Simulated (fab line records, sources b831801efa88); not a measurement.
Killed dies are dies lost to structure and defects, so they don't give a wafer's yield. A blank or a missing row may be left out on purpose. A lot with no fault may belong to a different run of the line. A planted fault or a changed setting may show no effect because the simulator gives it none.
Check for tools in common + flow sky130 + Sample size 13 lots and 38 wafers

## REASON FOR OPENING
1 of 13 lots carry a flag on the reading VT_ADJUST_HVTP_TW at SKY_VT_ADJUST_HVTP_TW_MEAS_11. No-fault wafers: 1352, standard deviation 12.
Rule: a lot gets a flag if all its wafers with a number sit over 4 standard deviations from that mean, or if no wafer of it has a number. The rest of the lots are taken to be sound.

| lot  | measured     | on            | VT_ADJUST_HVTP_TW, wafer by wafer | flag    |
|------|--------------|---------------|-----------------------------------|---------|
| L156 | day 6 08:21  | film metro-03 | 1369 1369 1356                    |         |
| L157 | day 6 15:45  | film metro-02 | 1348 1351 1353                    |         |
| L158 | day 6 19:11  | film metro-02 | 1351 1351 1345                    |         |
| L159 | day 7 08:59  | film metro-03 | 1366 1367 1373                    |         |
| L160 | day 7 11:30  | film metro-03 | 1370 1364 1371                    |         |
| L161 | day 7 15:41  | film metro-02 | 1355 1362 1355                    |         |
| L162 | day 7 23:59  | film metro-03 | 1366 1363 1366                    |         |
| L163 | day 8 07:13  | film metro-04 | 1335 1327 1342                    |         |
| L164 | day 8 10:02  | film metro-03 | 1365 1358 1361                    |         |
| L166 | day 9 01:35  | film metro-04 | 1206 1198                         | FLAGGED |
| L175 | day 11 07:22 | film metro-04 | 1345 1349 1350                    |         |
| L176 | day 11 09:34 | film metro-02 | 1340 1338 1346                    |         |
| L177 | day 11 19:26 | film metro-03 | 1366 1358 1371                    |         |
Average over the flagged lots: 1202; offset from the usual -150, equal to -12 standard deviations.

## TOOL THAT RAN EACH LOT
2 process steps preceding the reading are held in the record, out of 708 steps in the route. Cell contents, in order: the tool; ch with the chambers the sampled wafers went through; the start.
| lot  | flag    | SKY_NWELL_RTA_28                 | SKY_VT_ADJUST_HVTP_IMPLANT_09   |
|------|---------|----------------------------------|---------------------------------|
| L156 |         | rtp anneal-02 ch 0, day 5 13:49  | implanter-01 ch 0, day 6 08:09  |
| L157 |         | rtp anneal-01 ch 0, day 5 20:18  | implanter-03 ch 0, day 6 15:32  |
| L158 |         | rtp anneal-02 ch 0, day 6 00:23  | implanter-02 ch 0, day 6 18:56  |
| L159 |         | rtp anneal-01 ch 0, day 6 13:16  | implanter-01 ch 0, day 7 08:44  |
| L160 |         | rtp anneal-02 ch 0, day 6 16:05  | implanter-03 ch 0, day 7 11:16  |
| L161 |         | rtp anneal-01 ch 0, day 6 19:52  | implanter-01 ch 0, day 7 15:26  |
| L162 |         | rtp anneal-01 ch 0, day 7 04:14  | implanter-03 ch 0, day 7 23:44  |
| L163 |         | rtp anneal-02 ch 0, day 7 10:19  | implanter-03 ch 0, day 8 06:59  |
| L164 |         | rtp anneal-01 ch 0, day 7 12:49  | implanter-03 ch 0, day 8 09:47  |
| L166 | FLAGGED | rtp anneal-01 ch 0, day 8 04:32  | implanter-03 ch 0, day 9 01:22  |
| L175 |         | rtp anneal-01 ch 0, day 10 07:35 | implanter-02 ch 0, day 11 07:07 |
| L176 |         | rtp anneal-02 ch 0, day 10 10:06 | implanter-01 ch 0, day 11 09:20 |
| L177 |         | rtp anneal-01 ch 0, day 10 19:38 | implanter-02 ch 0, day 11 19:12 |
What these steps do:
- SKY_NWELL_RTA_28: time 30 s.
- SKY_VT_ADJUST_HVTP_IMPLANT_09
- SKY_VT_ADJUST_HVTP_TW_MEAS_11

## FLAGGED OVER TOTAL, TOOL BY TOOL (the gauges that took the reading come last)
| step                          | tool          | lots run | flagged | share of the flagged lots | sound lots run after its first flagged lot |
|-------------------------------|---------------|----------|---------|---------------------------|--------------------------------------------|
| SKY_NWELL_RTA_28              | rtp anneal-01 | 8        | 1       | all                       | 2 (L175,L177)                              |
| SKY_NWELL_RTA_28              | rtp anneal-02 | 5        | 0       | none                      | -                                          |
| SKY_VT_ADJUST_HVTP_IMPLANT_09 | implanter-01  | 4        | 0       | none                      | -                                          |
| SKY_VT_ADJUST_HVTP_IMPLANT_09 | implanter-02  | 3        | 0       | none                      | -                                          |
| SKY_VT_ADJUST_HVTP_IMPLANT_09 | implanter-03  | 6        | 1       | all                       | 0                                          |
| SKY_VT_ADJUST_HVTP_TW_MEAS_11 | film metro-02 | 4        | 0       | none                      | -                                          |
| SKY_VT_ADJUST_HVTP_TW_MEAS_11 | film metro-03 | 6        | 0       | none                      | -                                          |
| SKY_VT_ADJUST_HVTP_TW_MEAS_11 | film metro-04 | 3        | 1       | all                       | 1 (L175)                                   |

## WHAT THE TABLE ALLOWS
In the table, 3 rows ran each flagged lot (rtp anneal-01 at SKY_NWELL_RTA_28; implanter-03 at SKY_VT_ADJUST_HVTP_IMPLANT_09; film metro-04 at SKY_VT_ADJUST_HVTP_TW_MEAS_11).
- rtp anneal-01 at SKY_NWELL_RTA_28: 1 of its 8 lots flagged. After the first flagged lot (L175, L177), sound lots still ran on it; a lasting fault on the whole tool would not permit that.
- implanter-03 at SKY_VT_ADJUST_HVTP_IMPLANT_09: 1 of its 6 lots flagged. A fault beginning between L164 (day 8 09:47), its last sound lot, and L166 (day 9 01:22), its first flagged one, fits the data.
- film metro-04 at SKY_VT_ADJUST_HVTP_TW_MEAS_11: 1 of its 3 lots flagged. After the first flagged lot (L175), sound lots still ran on it; a lasting fault on the whole tool would not permit that.
Just one tool remains: implanter-03 at SKY_VT_ADJUST_HVTP_IMPLANT_09.

## WHAT HAD BEEN PUT IN BY THE SIMULATOR
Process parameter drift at SKY_VT_ADJUST_HVTP_IMPLANT_09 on implanter-03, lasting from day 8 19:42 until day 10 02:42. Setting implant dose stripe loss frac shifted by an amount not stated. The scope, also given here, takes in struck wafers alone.
Struck lots among those shown: L166. The same result came from the rule above.
